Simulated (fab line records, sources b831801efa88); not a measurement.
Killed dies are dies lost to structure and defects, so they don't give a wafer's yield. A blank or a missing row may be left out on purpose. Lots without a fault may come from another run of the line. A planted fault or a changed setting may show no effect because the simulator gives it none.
Which tool did it? | flow sky130 | 13 lots, 39 wafers sampled, at 4 steps of a route of 708

WHAT THE GAUGES READ, wafer by wafer
SKY_FIELD_ISO_THK_MEAS_23.
lot  | measured    | on            | FIELD_ISO_OXIDATION_01_THK (nm)
L763 | day 2 17:04 | film_metro-03 | 10.34 10.30 10.42
L764 | day 2 23:48 | film_metro-01 | 9.85 9.88 9.81
L770 | day 4 05:49 | film_metro-02 | - - -
L771 | day 4 11:35 | film_metro-01 | - - -
L774 | day 5 02:11 | film_metro-01 | 10.34 10.30 10.17
L775 | day 5 09:11 | film_metro-02 | 9.75 9.83 9.88
L776 | day 5 13:05 | film_metro-01 | 9.99 10.01 9.93
L777 | day 5 18:51 | film_metro-01 | 10.19 10.09 10.01
L778 | day 6 01:40 | film_metro-02 | 10.07 10.02 10.10
L780 | day 6 09:37 | film_metro-01 | 9.91 10.00 9.91
L781 | day 6 17:34 | film_metro-03 | 10.05 10.15 10.17
L782 | day 6 21:45 | film_metro-03 | 9.78 9.67 9.78
L784 | day 7 07:31 | film_metro-02 | 9.96 9.80 10.03

SKY_VIA2_CD_MEAS_12: target cd 200 nm.
lot  | measured     | on        | cd_nm (nm)
L763 | day 37 01:26 | cd_sem-02 | 199.7 201.5 201.7
L764 | day 38 01:43 | cd_sem-02 | 203.5 201.9 203.5
L774 | day 40 11:25 | cd_sem-02 | 202.3 201.4 201.4
L775 | day 40 14:56 | cd_sem-01 | 199.2 199.1 199.7
L776 | day 40 23:59 | cd_sem-02 | 201.3 201.7 200.5
L777 | day 41 07:16 | cd_sem-01 | 201.3 200.2 198.7
L778 | day 41 16:59 | cd_sem-01 | 200.5 200.1 200.6
L780 | day 41 19:15 | cd_sem-01 | 200.6 199.7 200.6
L781 | day 42 12:19 | cd_sem-02 | 201.0 201.7 201.4
L782 | day 42 21:06 | cd_sem-01 | 200.3 200.1 200.4
L784 | day 43 11:09 | cd_sem-01 | 199.9 198.9 199.0

SKY_VIA3_OVL_MEAS_13.
lot  | measured     | on         | VIA3_OVL (nm)
L763 | day 40 10:32 | overlay-01 | -10 -1 0
L764 | day 41 07:41 | overlay-02 | 0 8 2
L774 | day 43 14:53 | overlay-01 | -3 -8 -8
L775 | day 43 18:26 | overlay-01 | 1 4 7
L776 | day 44 02:47 | overlay-01 | -4 1 -1
L777 | day 44 07:41 | overlay-02 | 5 3 4
L778 | day 44 18:26 | overlay-01 | 0 2 1
L780 | day 44 21:21 | overlay-02 | -4 -1 -4
L781 | day 45 12:07 | overlay-02 | 0 -1 -1
L782 | day 45 20:33 | overlay-02 | 7 5 3
L784 | day 46 08:15 | overlay-02 | 2 7 1

WHICH TOOL RAN EACH LOT (tool, then ch and the chambers of the sampled wafers, then the start)
lot  | SKY_FIELD_ISO_CVD_03
L763 | lpcvd-02 ch 1, day 1 21:41
L764 | lpcvd-02 ch 0, day 2 03:01
L770 | lpcvd-02 ch 1, day 3 08:41
L771 | lpcvd-02 ch 1, day 3 14:16
L774 | lpcvd-02 ch 1, day 4 04:41
L775 | lpcvd-02 ch 1, day 4 10:43
L776 | lpcvd-02 ch 1, day 4 14:50
L777 | lpcvd-02 ch 0, day 4 19:41
L778 | lpcvd-02 ch 0, day 5 03:03
L780 | lpcvd-02 ch 1, day 5 11:17
L781 | lpcvd-02 ch 0, day 5 17:02
L782 | lpcvd-02 ch 1, day 5 21:47
L784 | lpcvd-02 ch 0, day 6 06:41
- SKY_FIELD_ISO_CVD_03: deposits Si3N4 from DCS/NH3, target thk 165 nm, time 2830 s.

WHAT THE TOOLS THEMSELVES READ (means of the sampled wafers that have a number; where no wafer has one, the mark that the record gives instead)
SKY_FIELD_ISO_CVD_03.
lot  | tool     | pressure_mtorr (mTorr) | spike_tc_bottom_C (C)
L763 | lpcvd-02 | 250.2                  | 792.5
L764 | lpcvd-02 | 250.0                  | 788.9
L770 | lpcvd-02 | -                      | -
L771 | lpcvd-02 | -                      | -
L774 | lpcvd-02 | 250.0                  | 792.8
L775 | lpcvd-02 | 249.9                  | 793.1
L776 | lpcvd-02 | 249.6                  | 791.5
L777 | lpcvd-02 | 250.4                  | 789.6
L778 | lpcvd-02 | 250.0                  | 788.6
L780 | lpcvd-02 | 249.9                  | 791.3
L781 | lpcvd-02 | 249.6                  | 788.9
L782 | lpcvd-02 | 249.7                  | 791.7
L784 | lpcvd-02 | 250.3                  | 787.6

THE ANSWER, worked out from the rows above alone
Rule: what is usual is taken from the lots themselves. Put in order of their means at a reading, lots are off if they are a third of the lots or fewer, leave a main group of 4 or more, and stand apart from it by a gap of 3 or more times the standard deviation of the main group's means; of several such gaps the widest counts. A main group whose means are all the same, to the digits that the tables above print for the reading, isn't used. A lot without any number at a reading at which 4 lots or more have one is off too. The other lots that the step has rows for count as sound. The gauges are gone through in route order, then the tools' own readings, and for those a lot's mean is taken as printed above. The first step at which some lot is off is used, and at that step the reading that is off furthest; a lot without a number counts as furthest.
Off: L770, L771, at SKY_FIELD_ISO_THK_MEAS_23 (FIELD_ISO_OXIDATION_01_THK). Without a number there: L770, L771. The main group: mean 10.01 nm, standard deviation 0.18.
A tool fits if, at a process step before that reading, it ran every lot that is off, and no sound lot after the first of them. The gauges at SKY_FIELD_ISO_THK_MEAS_23 aren't tried: what is off there is off at SKY_FIELD_ISO_CVD_03 too, on other tools, and a gauge's error can't cause that. None of those tried fits.

WHAT THE SIMULATOR HAD PUT IN
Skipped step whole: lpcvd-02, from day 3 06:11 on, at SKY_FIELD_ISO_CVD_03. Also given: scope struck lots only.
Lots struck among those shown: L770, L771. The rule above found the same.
